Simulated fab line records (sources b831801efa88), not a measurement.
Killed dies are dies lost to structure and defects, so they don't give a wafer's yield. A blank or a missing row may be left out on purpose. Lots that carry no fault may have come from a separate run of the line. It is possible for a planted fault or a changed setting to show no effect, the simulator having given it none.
Chamber matching || flow gf180mcu || GF_V2_CMP_26 on cmp-02 has 4 sister chambers
The step polishes, stops on SiO2, t overpolish 15 s, target thk 0 nm. 4 wafers are shown with their chamber, then 7 later ones without.

WAFERS, EACH WITH ITS CHAMBER
{"wafer": "L970.3", "chamber": 0, "motor_current_A (A)": 9.9}
{"wafer": "L971.3", "chamber": 1, "motor_current_A (A)": 10.6}
{"wafer": "L974.1", "chamber": 2, "motor_current_A (A)": 11.9}
{"wafer": "L974.4", "chamber": 3, "motor_current_A (A)": 13.7}

WAFERS WITHOUT THEIR CHAMBER
{"wafer": "L974.5", "motor_current_A (A)": 11.6}
{"wafer": "L976.3", "motor_current_A (A)": 11.8}
{"wafer": "L976.4", "motor_current_A (A)": 13.3}
{"wafer": "L976.5", "motor_current_A (A)": 13.5}
{"wafer": "L978.1", "motor_current_A (A)": 10.7}
{"wafer": "L978.2", "motor_current_A (A)": 13.4}
{"wafer": "L978.6", "motor_current_A (A)": 14.2}

THE CHAMBER EACH PASSED THROUGH
{"wafer": "L974.5", "from the rows above": 2, "in truth": 2}
{"wafer": "L976.3", "from the rows above": 2, "in truth": 2}
{"wafer": "L976.4", "from the rows above": 3, "in truth": 3}
{"wafer": "L976.5", "from the rows above": 3, "in truth": 3}
{"wafer": "L978.1", "from the rows above": 1, "in truth": 1}
{"wafer": "L978.2", "from the rows above": 3, "in truth": 3}
{"wafer": "L978.6", "from the rows above": 3, "in truth": 3}
Correct placement for 7 of the 7. Not placeable from these rows: 0. Wrongly placed: 0.
How it was worked out, from the rows above alone: a wafer's distance from a chamber is the root of the sum, over the readings, of the square of ((its reading less the chamber's mean) divided by the reading's scatter). The wafer belongs to the nearest chamber; if the next one is less than 2 further off, it can't be placed. A chamber's mean is the mean of its shown wafers. The scatter: with one shown wafer a chamber, the root of the mean of the squares of how far each hidden wafer lies from its nearest shown one.
